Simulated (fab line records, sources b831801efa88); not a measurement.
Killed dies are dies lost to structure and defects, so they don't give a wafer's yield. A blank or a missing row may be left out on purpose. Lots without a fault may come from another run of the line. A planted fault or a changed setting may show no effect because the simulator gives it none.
Chamber matching | flow gf180mcu | GF_V4_ETCH_16 on rie_diel-03: 3 sister chambers
The step etches BARC in N2/H2. 3 wafers are shown with their chamber, then 5 later ones without.

WAFERS WITH THEIR CHAMBER
wafer  | chamber | drypump_motor_current_A (A)
L080.5 | 0       | 6.3
L082.1 | 3       | 5.8
L089.1 | 1       | 6.1

WAFERS WITHOUT THEIR CHAMBER
wafer  | drypump_motor_current_A (A)
L089.3 | 5.8
L094.6 | 5.8
L097.1 | 6.4
L097.5 | 6.0
L097.6 | 6.3

WHICH CHAMBER EACH WENT THROUGH
wafer  | from the rows above     | in truth
L089.3 | 3                       | 3
L094.6 | 3                       | 3
L097.1 | 0                       | 0
L097.5 | can't be placed: 1 or 3 | 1
L097.6 | 0                       | 0
Placed correctly: 4 of 5. Can't be placed from these rows: 1 (the true chamber is among the candidates in 1). Placed wrongly: 0.
How it was worked out, from the rows above alone: a wafer's distance from a chamber is the root of the sum, over the readings, of the square of ((its reading less the chamber's mean) divided by the reading's scatter). The wafer belongs to the nearest chamber; if the next one is less than 2 further off, it can't be placed. A chamber's mean is the mean of its shown wafers. The scatter: with one shown wafer a chamber, the root of the mean of the squares of how far each hidden wafer lies from its nearest shown one.
